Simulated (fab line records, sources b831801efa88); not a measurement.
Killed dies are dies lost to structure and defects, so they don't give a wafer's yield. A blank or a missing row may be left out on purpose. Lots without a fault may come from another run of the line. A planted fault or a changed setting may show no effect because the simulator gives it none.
fab line records | flow sky130
record lots=6 wafers=18 last_day=50
route steps=708 shown DNWELL@41 PWDE@45 NWELL@56 PAD_OPEN@708
lots that met no fault: from a run of the same line without faults
start_h: hours from the record's first day to the start of the lot's first wafer shown | wait_h: hours since the lot's step before | " the same as in the row above | L1.1+2: a row that stands for several wafers | - no value, or no start given | * or withheld: withheld | < > ~ a bound
route shown NAME@n: a module of which the file shows steps, and the number in the route of the first | usual: mean/standard deviation of fault-free wafers | same: alike in all rows | chamber/n: place in a boat | sites: the reading at each site | _std_site: their standard deviation | _edge_site: outer sites' mean less inner sites' | radius_mm: how far each site lies from the wafer's centre | mask NAME#n: copy n | behind: the tool/chamber that last shaped the wafer | hold: why the lot was held/for how many hours/how that ended | device: the transistor (n, p or np) that didn't switch | end of line: the same wafers' tests at the end of the route | a step without rows: its recipe alone | killed: dies lost to structure and defects at the first sort, not the wafer's yield | map: a wafer's dies, x killed, . not, _ none there
set.NAME: the setting as run; set.NAME@STEP: as run at that earlier step | model.NAME: the simulator's own value behind a step, which no gauge read
lots at some steps of the route; a table a step, a row a wafer
services: from which hour (start_h, from the record's first day; less than 0 if before it) a tool's chamber was out of use, for how many hours, and why
## steps
# step SKY_DNWELL_DEVELOP_06
# recipe wall_angle_deg=90 developer=TMAH develop_time_s=60 dev_temp_c=23
# step SKY_DNWELL_IMPLANT_07
# recipe species=P energy_kev=withheld dose_cm2=withheld tilt_deg=withheld
# step SKY_DNWELL_STRIP_08
# recipe chemistry=O2/N2 power_w=1400 pressure_mtorr=1500 platen_temp_c=withheld o2_flow_sccm=3000 n2_flow_sccm=300 overash_fraction=0.5
# usual drypump_motor_current_A=5.6/0.34 oes_product_au=0.721/0.0047 strip_time_to_endpoint_s=36.90/0.091
# columns lot.wafer tool chamber start_h wait_h drypump_motor_current_A oes_product_au rf_hours_counter_h strip_time_to_endpoint_s
L941.1 plasma_asher-01 1 102.46 0.1 5.7 0.723 40 36.92
L941.2 " 0 " " 5.3 0.724 40 36.94
L941.5 " 1 " " 5.7 0.724 - 36.99
L943.1 plasma_asher-02 1 113.29 0.1 5.4 0.716 44 36.79
L943.2 " 0 " " 5.7 0.730 44 36.76
L943.3 " 0 " " 5.7 0.718 - 36.76
L945.1 plasma_asher-01 1 121.66 0.1 5.7 0.717 0 37.01
L945.3 " 0 " " 5.4 0.716 - 37.03
L945.5 " 1 " " 5.7 0.722 - 36.99
L951.1 plasma_asher-02 0 156.09 0.1 5.7 0.721 48 36.86
L951.3 " 0 " " 5.7 0.719 - 36.88
L951.4 " 1 " " 5.4 0.720 - 36.78
L955.3 plasma_asher-02 1 168.32 0.1 5.4 0.724 - 36.82
L955.4 " 0 " " 5.7 0.724 - 36.76
L955.6 " 1 " " 5.4 0.715 - 36.79
L957.2 plasma_asher-01 0 176.32 0.1 5.3 0.715 5 36.84
L957.5 " 1 " " 5.7 0.716 - 36.97
L957.6 " 0 " " 5.4 0.727 - 36.91
# step SKY_DNWELL_TW_MEAS_09
# usual DNWELL_TW=1111/8.6
# columns lot.wafer tool chamber start_h wait_h DNWELL_TW
L941.1 film_metro-04 - 102.56 0.1 1122
L941.2 " - " " 1124
L941.5 " - " " 1114
L943.1 film_metro-02 - 113.39 0.1 1113
L943.2 " - " " 1116
L943.3 " - " " 1103
L945.1 film_metro-04 - 121.76 0.1 1104
L945.3 " - " " 1111
L945.5 " - " " 1110
L951.1 film_metro-01 - 156.19 0.1 1117
L951.3 " - " " 1108
L951.4 " - " " 1114
L955.3 film_metro-04 - 168.41 0.1 1110
L955.4 " - " " 1111
L955.6 " - " " 1115
L957.2 film_metro-01 - 176.43 0.1 1122
L957.5 " - " " 1116
L957.6 " - " " 1120
# step SKY_PWDE_DEHYDRATE_00
# recipe temp_c=200 time_s=60
# step SKY_PWDE_HMDS_01
# recipe prime_time_s=60 prime_temp_c=120
# step SKY_PWDE_COAT_02
# recipe spin_rpm=2000 resist_thk_nm=3000
# step SKY_PWDE_SOFTBAKE_03
# recipe temp_c=110 time_s=withheld
# step SKY_PWDE_EXPOSE_04
# recipe mask_id=PWDEM na=0.6 source_shape=conventional sigma_outer=0.6 polarization=unpolarized target_cd_nm=840 dose_mj=214
# step SKY_PWDE_PEB_05
# recipe temp_c=115 time_s=withheld
# step SKY_PWDE_DEVELOP_06
# recipe wall_angle_deg=90 developer=TMAH develop_time_s=60 dev_temp_c=23
# step SKY_PWDE_OVL_MEAS_07
# usual PWDE_OVL=1.4/1.2
# columns lot.wafer tool chamber start_h wait_h PWDE_OVL[nm]
L941.1 overlay-01 - 119.50 - 4.1
L941.2 " - " " 3.1
L941.5 " - " " 2.1
L943.1 overlay-02 - 130.54 - 2.4
L943.2 " - " " 2.3
L943.3 " - " " 2.2
L945.1 overlay-01 - 140.27 - 1.7
L945.3 " - " " 0.2
L945.5 " - " " 1.0
L951.1 overlay-02 - 175.52 - 2.2
L951.3 " - " " 2.6
L951.4 " - " " 0.3
L955.3 overlay-01 - 188.10 - 1.1
L955.4 " - " " 0.2
L955.6 " - " " 0.0
L957.2 overlay-01 - 197.05 - 1.4
L957.5 " - " " 0.8
L957.6 " - " " 2.1
# step SKY_PWDE_IMPLANT_08
# recipe species=B energy_kev=150 dose_cm2=3.6e+12 tilt_deg=withheld
# usual beam_energy_keV=150.00/0.043 dose_ions_cm2=3.6e+12/3.6e+09 faraday_current_uA=20.3/0.4
# columns lot.wafer tool chamber start_h wait_h beam_energy_keV dose_ions_cm2 faraday_current_uA
L941.1 implanter-01 0 119.54 0.0 149.97 3.6e+12 21.0
L941.2 " 0 " " 149.98 3.6e+12 20.4
L941.5 " 0 " " 149.97 3.593e+12 20.2
L943.1 implanter-03 0 130.57 0.0 149.93 3.6e+12 20.1
L943.2 " 0 " " 150.02 3.6e+12 20.5
L943.3 " 0 " " 149.95 3.604e+12 20.3
L945.1 implanter-01 0 140.31 0.0 150.02 3.6e+12 20.1
L945.3 " 0 " " 150.00 3.597e+12 20.0
L945.5 " 0 " " 150.04 3.6e+12 20.0
L951.1 implanter-03 0 175.56 0.0 150.15 3.596e+12 19.9
L951.3 " 0 " " 150.11 3.594e+12 19.7
L951.4 " 0 " " 150.04 3.596e+12 19.7
L955.3 implanter-01 0 188.17 0.1 150.03 4.469e+12 25.4
L955.4 " 0 " " 150.00 4.47e+12 25.6
L955.6 " 0 " " 150.00 4.47e+12 26.3
L957.2 implanter-01 0 197.11 0.0 149.96 4.465e+12 25.2
L957.5 " 0 " " 149.96 4.461e+12 26.0
L957.6 " 0 " " 150.04 4.464e+12 24.5
# step SKY_PWDE_STRIP_09
# recipe chemistry=O2/N2 power_w=1400 pressure_mtorr=1500 platen_temp_c=withheld o2_flow_sccm=3000 n2_flow_sccm=300 overash_fraction=0.5
# usual drypump_motor_current_A=5.4/0.37 oes_product_au=0.723/0.0044 strip_time_to_endpoint_s=36.92/0.11
# columns lot.wafer tool chamber start_h wait_h drypump_motor_current_A oes_product_au rf_hours_counter_h strip_time_to_endpoint_s
L941.1 plasma_asher-01 0 119.69 0.1 5.4 0.721 0 36.99
L941.2 " 1 " " 5.7 0.723 0 36.79
L941.5 " 0 " " 5.4 0.711 - 36.85
L943.1 plasma_asher-03 0 130.72 0.1 5.0 0.728 32 36.87
L943.2 " 1 " " 5.3 0.725 32 36.72
L943.3 " 1 " " 5.4 0.723 - 36.71
L945.1 plasma_asher-03 1 140.46 0.1 5.4 0.725 33 37.04
L945.3 " 0 " " 5.0 0.725 - 36.95
L945.5 " 0 " " 5.0 0.726 - 36.97
L951.1 plasma_asher-03 0 175.71 0.1 5.0 0.723 36 36.94
L951.3 " 0 " " 5.0 0.718 - 36.94
L951.4 " 1 " " 5.4 0.723 - 36.92
L955.3 plasma_asher-04 0 188.31 0.1 6.2 0.728 - 36.91
L955.4 " 1 " " 5.0 0.725 - 36.84
L955.6 " 1 " " 5.0 0.719 - 37.02
L957.2 plasma_asher-01 0 197.23 0.1 5.4 0.727 7 36.99
L957.5 " 0 " " 5.4 0.716 - 36.93
L957.6 " 1 " " 5.7 0.723 - 36.78
# step SKY_PWDE_TW_MEAS_10
# usual PWDE_TW=373.0/3
# columns lot.wafer tool chamber start_h wait_h PWDE_TW
L941.1 film_metro-04 - 119.79 0.1 373.7
L941.2 " - " " 375.2
L941.5 " - " " 375.4
L943.1 film_metro-02 - 130.82 0.1 370.4
L943.2 " - " " 368.6
L943.3 " - " " 369.5
L945.1 film_metro-04 - 140.56 0.1 371.3
L945.3 " - " " 370.9
L945.5 " - " " 371.8
L951.1 film_metro-01 - 175.81 0.1 375.3
L951.3 " - " " 375.9
L951.4 " - " " 376.8
L955.3 film_metro-01 - 188.39 0.1 401.6
L955.4 " - " " 401.8
L955.6 " - " " 402.5
L957.2 film_metro-04 - 197.34 0.1 400.1
L957.5 " - " " 400.9
L957.6 " - " " 400.3
# step SKY_NWELL_DEHYDRATE_03
# recipe temp_c=200 time_s=60
# step SKY_NWELL_HMDS_04
# recipe prime_time_s=60 prime_temp_c=120
# step SKY_NWELL_COAT_05
# recipe spin_rpm=2000 resist_thk_nm=3000
# step SKY_NWELL_SOFTBAKE_06
# recipe temp_c=110 time_s=withheld
# step SKY_NWELL_EXPOSE_07
# recipe mask_id=NWM na=0.6 source_shape=conventional sigma_outer=0.6 polarization=unpolarized target_cd_nm=840 dose_mj=255
# step SKY_NWELL_PEB_08
# recipe temp_c=115 time_s=withheld
# step SKY_NWELL_DEVELOP_09
# recipe wall_angle_deg=90 developer=TMAH develop_time_s=60 dev_temp_c=23
# step SKY_NWELL_OVL_MEAS_10
# usual NWELL_00_OVL=-0.3/1.4
# columns lot.wafer tool chamber start_h wait_h NWELL_00_OVL[nm]
L941.1 overlay-02 - 137.16 - 0.0
L941.2 " - " " 2.0
L941.5 " - " " 0.8
L943.1 overlay-01 - 149.12 - -0.4
L943.2 " - " " -3.8
L943.3 " - " " -2.2
L945.1 overlay-02 - 160.00 - -0.5
L945.3 " - " " 0.0
L945.5 " - " " -0.1
L951.1 overlay-02 - 195.97 - -2.8
L951.3 " - " " -2.2
L951.4 " - " " -2.0
L955.3 overlay-01 - 209.37 - 0.9
L955.4 " - " " -0.7
L955.6 " - " " 1.8
L957.2 overlay-01 - 218.87 - 1.2
L957.5 " - " " -0.3
L957.6 " - " " 0.1
# step SKY_NWELL_IMPLANT_11
# recipe species=P energy_kev=400 dose_cm2=1.9e+13 tilt_deg=withheld
# step SKY_NWELL_IMPLANT_12
# recipe species=P energy_kev=120 dose_cm2=1.3e+12 tilt_deg=withheld
# step SKY_NWELL_IMPLANT_13
# recipe species=P energy_kev=50 dose_cm2=7e+11 tilt_deg=withheld
# step SKY_NWELL_STRIP_14
# recipe chemistry=O2/N2 power_w=1400 pressure_mtorr=1500 platen_temp_c=withheld o2_flow_sccm=3000 n2_flow_sccm=300 overash_fraction=0.5
# usual drypump_motor_current_A=5.42/0.23 oes_product_au=0.722/0.0045 strip_time_to_endpoint_s=36.93/0.097
# columns lot.wafer tool chamber start_h wait_h drypump_motor_current_A oes_product_au rf_hours_counter_h strip_time_to_endpoint_s
L941.1 plasma_asher-03 1 137.65 0.1 5.36 0.719 32 36.86
L941.2 " 0 " " 4.99 0.725 32 36.85
L941.5 " 0 " " 4.98 0.725 - 36.90
L943.1 plasma_asher-01 0 149.61 0.1 5.37 0.718 3 36.94
L943.2 " 1 " " 5.68 0.716 3 36.98
L943.3 " 1 " " 5.67 0.724 - 37.03
L945.1 plasma_asher-01 0 160.48 0.1 5.36 0.727 4 36.87
L945.3 " 1 " " 5.67 0.721 - 36.89
L945.5 " 1 " " 5.68 0.725 - 37.04
L951.1 plasma_asher-01 1 196.45 0.1 5.70 0.724 7 37.28
L951.3 " 1 " " 5.70 0.726 - 37.04
L951.4 " 0 " " 5.34 0.725 - 37.12
L955.3 plasma_asher-01 0 209.93 0.1 5.39 0.723 - 37.11
L955.4 " 1 " " 5.68 0.721 - 37.00
L955.6 " 0 " " 5.40 0.716 - 36.98
L957.2 plasma_asher-01 1 219.35 0.1 5.68 0.730 9 36.95
L957.5 " 1 " " 5.66 0.723 - 36.95
L957.6 " 0 " " 5.35 0.716 - 36.98
# step SKY_NWELL_TW_MEAS_15
# usual NWELL_TW=1817/14
# columns lot.wafer tool chamber start_h wait_h NWELL_TW
L941.1 film_metro-02 - 137.78 0.1 1800
L941.2 " - " " 1792
L941.5 " - " " 1797
L943.1 film_metro-01 - 149.71 0.1 1812
L943.2 " - " " 1814
L943.3 " - " " 1817
L945.1 film_metro-01 - 160.58 0.1 1821
L945.3 " - " " 1814
L945.5 " - " " 1819
L951.1 film_metro-01 - 196.55 0.1 1821
L951.3 " - " " 1823
L951.4 " - " " 1826
L955.3 film_metro-01 - 210.01 0.1 1833
L955.4 " - " " 1818
L955.6 " - " " 1823
L957.2 film_metro-01 - 219.46 0.1 1842
L957.5 " - " " 1830
L957.6 " - " " 1846
# step SKY_NWELL_DEHYDRATE_16
# recipe temp_c=200 time_s=60
# step SKY_NWELL_HMDS_17
# recipe prime_time_s=60 prime_temp_c=120
# step SKY_NWELL_COAT_18
# recipe spin_rpm=2000 resist_thk_nm=3000
# step SKY_NWELL_SOFTBAKE_19
# recipe temp_c=110 time_s=withheld
# step SKY_NWELL_EXPOSE_20
# recipe mask_id=NWM_COMPLEMENT na=0.6 source_shape=conventional sigma_outer=0.6 polarization=unpolarized target_cd_nm=840 dose_mj=260
# step SKY_NWELL_PEB_21
# recipe temp_c=115 time_s=withheld
# step SKY_NWELL_DEVELOP_22
# recipe wall_angle_deg=90 developer=TMAH develop_time_s=60 dev_temp_c=23
# step SKY_NWELL_OVL_MEAS_23
# usual NWELL_01_OVL=0.1/1.3
# columns lot.wafer tool chamber start_h wait_h NWELL_01_OVL[nm]
L941.1 overlay-02 - 155.77 - -0.8
L941.2 " - " " -1.8
L941.5 " - " " 0.8
L943.1 overlay-01 - 169.97 - -1.5
L943.2 " - " " 0.8
L943.3 " - " " -1.3
L945.1 overlay-01 - 180.37 - -1.0
L945.3 " - " " -0.8
L945.5 " - " " -2.7
L951.1 overlay-01 - 217.86 - -1.9
L951.3 " - " " -2.3
L951.4 " - " " -1.8
L955.3 overlay-01 - 231.72 - 1.5
L955.4 " - " " 0.9
L955.6 " - " " -0.8
L957.2 overlay-02 - 241.47 - -1.9
L957.5 " - " " 0.2
L957.6 " - " " -1.3
# step SKY_NWELL_IMPLANT_24
# recipe species=B energy_kev=140 dose_cm2=9.2e+12 tilt_deg=withheld
# step SKY_NWELL_STRIP_25
# recipe chemistry=O2/N2 power_w=1400 pressure_mtorr=1500 platen_temp_c=withheld o2_flow_sccm=3000 n2_flow_sccm=300 overash_fraction=0.5
# usual drypump_motor_current_A=5.40/0.23 oes_product_au=0.723/0.0047 strip_time_to_endpoint_s=36.95/0.12
# columns lot.wafer tool chamber start_h wait_h drypump_motor_current_A oes_product_au rf_hours_counter_h strip_time_to_endpoint_s
L941.1 plasma_asher-03 1 155.96 0.1 5.38 0.725 34 36.83
L941.2 " 0 " " 5.00 0.721 34 36.93
L941.5 " 1 " " 5.38 0.723 - 36.97
L943.1 plasma_asher-02 0 170.16 0.1 5.69 0.721 50 36.82
L943.2 " 1 " " 5.42 0.725 50 36.88
L943.3 " 0 " " 5.68 0.725 - 36.98
L945.1 plasma_asher-03 0 180.55 0.1 5.01 0.713 36 36.95
L945.3 " 1 " " 5.37 0.719 - 36.90
L945.5 " 1 " " 5.40 0.722 - 37.01
L951.1 plasma_asher-02 1 218.05 0.1 5.42 0.724 54 37.08
L951.3 " 0 " " 5.67 0.730 - 37.01
L951.4 " 1 " " 5.43 0.719 - 37.06
L955.3 plasma_asher-03 0 231.93 0.1 5.01 0.730 - 36.83
L955.4 " 1 " " 5.38 0.715 - 36.84
L955.6 " 0 " " 5.03 0.721 - 36.87
L957.2 plasma_asher-02 1 241.65 0.1 5.42 0.722 57 37.05
L957.5 " 1 " " 5.41 0.719 - 37.02
L957.6 " 0 " " 5.70 0.720 - 37.06
# step SKY_NWELL_TW_MEAS_26
# usual NWELL_2_TW=495/3.5
# columns lot.wafer tool chamber start_h wait_h NWELL_2_TW
L941.1 film_metro-04 - 156.06 0.1 491
L941.2 " - " " 490
L941.5 " - " " 494
L943.1 film_metro-04 - 170.26 0.1 495
L943.2 " - " " 495
L943.3 " - " " 497
L945.1 film_metro-04 - 180.65 0.1 493
L945.3 " - " " 492
L945.5 " - " " 494
L951.1 film_metro-04 - 218.15 0.1 500
L951.3 " - " " 496
L951.4 " - " " 497
L955.3 film_metro-04 - 232.02 0.1 496
L955.4 " - " " 496
L955.6 " - " " 495
L957.2 film_metro-04 - 241.76 0.1 495
L957.5 " - " " 497
L957.6 " - " " 494
# step SKY_NWELL_CLEAN_27
# recipe chemistry=SC1/SC2 mix=1:4:20 temp_c=70 time_s=150 dry=n2_spin
# step SKY_NWELL_RTA_28
# recipe temp_c=1050 time_s=30 idle_temp_c=650 ramp_up_c_per_s=150 ramp_down_c_per_s=90 ambient=N2
# usual anneal_temp_c_max=1056.3/1.6 lamp_power_pct=25.30/0.052 ramp_down_c_per_s=89.999/0.016 wafer_temp_C_max=1054.8/0.89
# columns lot.wafer tool chamber start_h wait_h anneal_temp_c_max lamp_power_pct ramp_down_c_per_s wafer_temp_C_max
L941.1 rtp_anneal-02 0 156.17 0.0 1056.8 25.26 89.994 1053.3
L941.2 " 0 " " 1056.2 25.24 89.990 1054.5
L941.5 " 0 " " 1057.2 25.21 90.009 1055.4
L943.1 rtp_anneal-02 0 170.37 0.0 1058.3 25.24 89.978 1055.4
L943.2 " 0 " " 1057.3 25.23 89.978 1056.5
L943.3 " 0 " " 1056.2 25.25 90.027 1054.0
L945.1 rtp_anneal-01 0 180.77 0.0 1056.6 25.35 90.029 1055.5
L945.3 " 0 " " 1056.2 25.22 89.994 1055.7
L945.5 " 0 " " 1055.4 25.33 89.980 1055.8
L951.1 rtp_anneal-01 0 218.26 0.0 1056.6 25.31 90.007 1054.3
L951.3 " 0 " " 1054.6 25.23 90.009 1054.5
L951.4 " 0 " " 1055.1 25.24 90.015 1054.7
L955.3 rtp_anneal-02 0 232.14 0.0 1057.5 25.34 89.991 1053.8
L955.4 " 0 " " 1056.9 25.35 89.969 1054.3
L955.6 " 0 " " 1056.8 25.28 89.988 1053.6
L957.2 rtp_anneal-02 0 241.87 0.0 1056.7 25.32 89.998 1055.0
L957.5 " 0 " " 1056.3 25.25 89.972 1053.9
L957.6 " 0 " " 1056.2 25.33 89.988 1055.7
# step SKY_NWELL_RS_MEAS_29
# recipe thk_meas_gauge=four-point-probe
# usual NWELL_RS=624.6/1.7
# columns lot.wafer tool chamber start_h wait_h NWELL_RS[ohm/sq]
L941.1 film_metro-04 - 156.27 0.1 629.1
L941.2 " - " " 626.3
L941.5 " - " " 628.6
L943.1 film_metro-02 - 170.47 0.1 622.4
L943.2 " - " " 624.2
L943.3 " - " " 623.5
L945.1 film_metro-01 - 180.87 0.1 624.3
L945.3 " - " " 625.7
L945.5 " - " " 625.2
L951.1 film_metro-02 - 218.36 0.1 626.6
L951.3 " - " " 624.8
L951.4 " - " " 623.8
L955.3 film_metro-04 - 232.25 0.1 627.3
L955.4 " - " " 627.5
L955.6 " - " " 625.7
L957.2 film_metro-04 - 241.98 0.1 620.4
L957.5 " - " " 622.0
L957.6 " - " " 621.9
# step SKY_NWELL_RS_MEAS_31
# recipe thk_meas_gauge=four-point-probe
# usual PWDE_RS=5272/19
# columns lot.wafer tool chamber start_h wait_h PWDE_RS[ohm/sq]
L941.1 film_metro-04 - 156.51 0.1 5253
L941.2 " - " " 5269
L941.5 " - " " 5255
L943.1 film_metro-02 - 170.71 0.1 5293
L943.2 " - " " 5296
L943.3 " - " " 5288
L945.1 film_metro-01 - 181.11 0.1 5286
L945.3 " - " " 5302
L945.5 " - " " 5268
L951.1 film_metro-02 - 218.60 0.1 5288
L951.3 " - " " 5293
L951.4 " - " " 5268
L955.3 film_metro-04 - 232.49 0.1 4461
L955.4 " - " " 4439
L955.6 " - " " 4440
L957.2 film_metro-04 - 242.22 0.1 4450
L957.5 " - " " 4432
L957.6 " - " " 4435
# step SKY_PAD_OPEN_PROBE_99
# usual killed_at_M0_to_M3=44/6.4 killed_at_M4_up=3.6/2.1 killed_at_contacts=23/5.1 killed_at_front_end=15/4.3 killed_at_other=0.3/0.56 killed_dies=86/9 killed_open=47/6.4 killed_short=39/5.8
# same gross_dies=492 killed_at_back_side=0
# columns lot.wafer tool chamber start_h wait_h killed_at_M0_to_M3 killed_at_M4_up killed_at_contacts killed_at_front_end killed_at_other killed_dies killed_open killed_short model.etest.res_p_drift_20v.line_ohm_um model.etest.res_p_drift_20v.rs_ohm_sq model.etest.res_pwde_under_gate.rs_ohm_sq
L941.1 prober-01 - 1119.33 0.1 47 4 18 13 1 83 45 38 1.109e+04 9393 6206
L941.2 prober-01 - 1119.38 0.1 41 4 31 11 0 87 52 35 1.149e+04 9562 6208
L941.5 prober-01 - 1119.53 0.2 37 2 27 13 0 79 43 36 1.121e+04 9486 6222
L943.1 prober-01 - 1135.19 0.1 47 3 23 9 1 83 43 40 1.269e+04 1.056e+04 6253
L943.2 prober-01 - 1135.24 0.1 41 4 20 13 0 78 45 33 1.35e+04 1.118e+04 6226
L943.3 prober-01 - 1135.29 0.2 50 6 24 11 0 91 47 44 1.24e+04 1.044e+04 6259
L945.1 prober-01 - 1138.57 0.1 53 3 19 22 0 97 52 45 1.063e+04 8932 6190
L945.3 prober-01 - 1138.67 0.2 50 6 20 17 0 93 50 43 1.139e+04 9536 6198
L945.5 prober-01 - 1138.77 0.2 50 4 20 9 0 83 48 35 1.072e+04 8915 6177
L951.1 prober-01 - 1175.56 0.1 53 4 26 14 2 99 52 47 1.16e+04 9704 6181
L951.3 prober-01 - 1175.66 0.2 43 5 37 9 1 95 49 46 1.123e+04 9262 6226
L951.4 prober-01 - 1175.71 0.2 46 4 18 11 0 79 46 33 1.187e+04 9761 6194
L955.3 prober-02 - 1187.25 0.2 49 3 22 17 0 91 45 46 9017 7523 5095
L955.4 prober-02 - 1187.30 0.2 41 6 27 15 0 89 39 50 9267 7787 5037
L955.6 prober-02 - 1187.40 0.2 51 3 26 17 0 97 59 37 8849 7285 5035
L957.2 prober-02 - 1194.08 0.1 40 1 23 24 0 88 43 45 9546 8129 5105
L957.5 prober-02 - 1194.23 0.2 38 5 17 19 0 79 41 38 9727 8056 5094
L957.6 prober-02 - 1194.28 0.2 44 1 22 22 0 89 51 37 9698 8132 5050
# killed by level:class
L941.1 VIA1:geometric_particle:open=12 METAL1:geometric_particle:short=7 VIA2:geometric_particle:open=6 LI_CONTACT:geometric_particle:open=5 CONTACT:geometric_particle:short=5 VIA2:geometric_particle:short=5 LI_CONTACT:geometric_particle:short=4 VIA3:geometric_particle:open=4
L941.2 CONTACT:geometric_particle:open=12 VIA1:geometric_particle:open=12 LI_CONTACT:geometric_particle:open=8 VIA2:geometric_particle:open=6 METAL2:geometric_particle:short=5 LOCAL_INTERCONNECT:geometric_particle:short=4 VIA3:geometric_particle:open=4 VIA1:geometric_particle:short=4
L941.5 VIA1:geometric_particle:open=15 CONTACT:geometric_particle:open=11 LOCAL_INTERCONNECT:geometric_particle:short=7 LI_CONTACT:geometric_particle:open=5 VIA2:geometric_particle:short=5 FIELD_ISO:geometric_particle:open=4 POLY_GATE:geometric_particle:short=4 VIA1:geometric_particle:short=4
L943.1 VIA3:geometric_particle:open=9 LI_CONTACT:geometric_particle:open=8 METAL2:geometric_particle:short=8 VIA1:geometric_particle:open=7 CONTACT:geometric_particle:open=6 LI_CONTACT:geometric_particle:short=6 VIA2:geometric_particle:short=6 FIELD_ISO:geometric_particle:open=5
L943.2 VIA1:geometric_particle:open=8 LI_CONTACT:geometric_particle:open=8 VIA2:geometric_particle:open=6 VIA2:geometric_particle:short=5 VIA3:geometric_particle:open=5 LOCAL_INTERCONNECT:geometric_particle:short=5 FIELD_ISO:geometric_particle:open=4 CONTACT:geometric_particle:open=4
L943.3 LI_CONTACT:geometric_particle:open=10 VIA2:geometric_particle:short=7 CONTACT:geometric_particle:open=7 METAL3:geometric_particle:short=7 FIELD_ISO:geometric_particle:open=6 VIA1:geometric_particle:open=6 VIA2:geometric_particle:open=6 VIA3:geometric_particle:open=6
L945.1 VIA1:geometric_particle:open=15 METAL1:geometric_particle:short=8 POLY_GATE:geometric_particle:open=6 CONTACT:geometric_particle:open=6 VIA3:geometric_particle:open=6 POLY_GATE:geometric_particle:short=5 METAL2:geometric_particle:short=5 VIA2:geometric_particle:open=5
L945.3 CONTACT:geometric_particle:open=11 VIA1:geometric_particle:open=8 METAL1:geometric_particle:short=8 VIA3:geometric_particle:open=8 METAL2:geometric_particle:short=7 VIA2:geometric_particle:open=6 FIELD_ISO:geometric_particle:open=4 FIELD_ISO:geometric_particle:short=4
L945.5 VIA1:geometric_particle:open=12 CONTACT:geometric_particle:open=11 VIA1:geometric_particle:short=6 VIA3:geometric_particle:open=6 POLY_GATE:geometric_particle:short=5 METAL1:geometric_particle:short=5 METAL2:geometric_particle:short=5 VIA2:geometric_particle:open=5
L951.1 VIA1:geometric_particle:open=11 CONTACT:geometric_particle:open=11 METAL2:geometric_particle:short=10 VIA2:geometric_particle:open=9 VIA2:geometric_particle:short=7 LOCAL_INTERCONNECT:geometric_particle:short=5 VIA1:geometric_particle:short=5 LI_CONTACT:geometric_particle:open=4
L951.3 CONTACT:geometric_particle:open=12 LI_CONTACT:geometric_particle:open=11 VIA2:geometric_particle:open=6 LOCAL_INTERCONNECT:geometric_particle:short=6 VIA1:geometric_particle:open=6 LI_CONTACT:geometric_particle:short=5 VIA2:geometric_particle:short=5 VIA3:geometric_particle:short=5
L951.4 VIA1:geometric_particle:open=10 VIA2:geometric_particle:open=10 METAL2:geometric_particle:short=6 FIELD_ISO:geometric_particle:open=5 CONTACT:geometric_particle:open=5 LI_CONTACT:geometric_particle:open=4 LOCAL_INTERCONNECT:geometric_particle:short=4 CONTACT:geometric_particle:short=4
L955.3 VIA3:geometric_particle:open=11 CONTACT:geometric_particle:open=8 VIA1:geometric_particle:open=7 CONTACT:geometric_particle:short=7 POLY_GATE:geometric_particle:open=6 VIA3:geometric_particle:short=6 METAL1:geometric_particle:short=5 VIA2:geometric_particle:open=5
L955.4 VIA1:geometric_particle:open=8 CONTACT:geometric_particle:open=8 FIELD_ISO:geometric_particle:short=7 LI_CONTACT:geometric_particle:open=7 VIA3:geometric_particle:short=7 METAL1:geometric_particle:short=6 VIA3:geometric_particle:open=6 METAL4:geometric_particle:short=6
L955.6 CONTACT:geometric_particle:open=13 VIA1:geometric_particle:open=11 METAL1:geometric_particle:short=9 VIA3:geometric_particle:open=9 FIELD_ISO:geometric_particle:open=6 METAL2:geometric_particle:short=6 VIA2:geometric_particle:open=6 POLY_GATE:geometric_particle:open=4
L957.2 VIA3:geometric_particle:open=7 CONTACT:geometric_particle:open=7 VIA1:geometric_particle:open=7 FIELD_ISO:geometric_particle:short=6 LOCAL_INTERCONNECT:geometric_particle:short=6 VIA1:geometric_particle:short=6 METAL2:geometric_particle:short=6 FIELD_ISO:geometric_particle:open=5
L957.5 VIA1:geometric_particle:open=9 FIELD_ISO:geometric_particle:short=7 VIA3:geometric_particle:open=7 CONTACT:geometric_particle:open=6 METAL2:geometric_particle:short=6 LI_CONTACT:geometric_particle:open=5 CONTACT:geometric_particle:short=4 METAL1:geometric_particle:short=4
L957.6 CONTACT:geometric_particle:open=11 VIA1:geometric_particle:open=9 FIELD_ISO:geometric_particle:open=6 FIELD_ISO:geometric_particle:short=5 CONTACT:geometric_particle:short=5 VIA1:geometric_particle:short=5 VIA2:geometric_particle:open=5 METAL2:geometric_particle:short=5
## services
# columns tool chamber start_h hours kind
implanter-01 - 79.84 3.5 repair
plasma_asher-04 - 80.81 2.8 pm
implanter-01 - 84.27 2.6 repair
plasma_asher-04 - 88.59 0.4 repair
plasma_asher-01 - 108.75 9.0 pm
plasma_asher-01 0 108.75 9.7 vent_cycle
plasma_asher-01 1 108.75 9.7 vent_cycle
plasma_asher-01 - 114.63 3.8 repair
plasma_asher-01 0 117.75 - clean
plasma_asher-01 1 117.75 - clean
implanter-03 - 126.19 2.5 pm
implanter-03 - 161.29 1.5 repair
implanter-03 - 186.30 5.0 repair
implanter-01 - 206.75 9.3 repair
plasma_asher-02 - 229.67 0.4 repair
plasma_asher-01 - 239.68 2.9 repair
## key
first_sign step=SKY_PWDE_IMPLANT_08 reading=dose_ions_cm2 direction=up sigmas=99+ usual=* struck=*
effect step=SKY_PWDE_IMPLANT_08 reading=faraday_current_uA direction=up sigmas=13 usual=20.3 struck=25.5
effect step=SKY_PWDE_TW_MEAS_10 reading=PWDE_TW direction=up sigmas=9.5 usual=373.0 struck=401.2
effect step=SKY_NWELL_RS_MEAS_31 reading=PWDE_RS direction=down sigmas=45 usual=5272 struck=4443
model_effect step=SKY_PAD_OPEN_PROBE_99 value=etest.res_p_drift_20v.line_ohm_um without=1.134e+04 struck=9350
met_at SKY_PWDE_IMPLANT_08
struck_wafers L955.3,L955.4,L955.6,L957.2,L957.5,L957.6
tester_left_out L955,L957
onset_between 140.31 188.17
fault kind=process_parameter_drift tool=implanter-01 chamber=- onset_h=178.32 steps=SKY_PWDE_IMPLANT_08 channel=dose_cm2 offset=* shape=step end_h=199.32 acts_in=* stated=*
# tester_left_out: of these lots the tester's yield and bins aren't shown, on N5 and GAA mostly nor the transistor test; their killed dies are dies lost to structure and defects alone, not to doping, threshold or leakage, so they don't give the yield
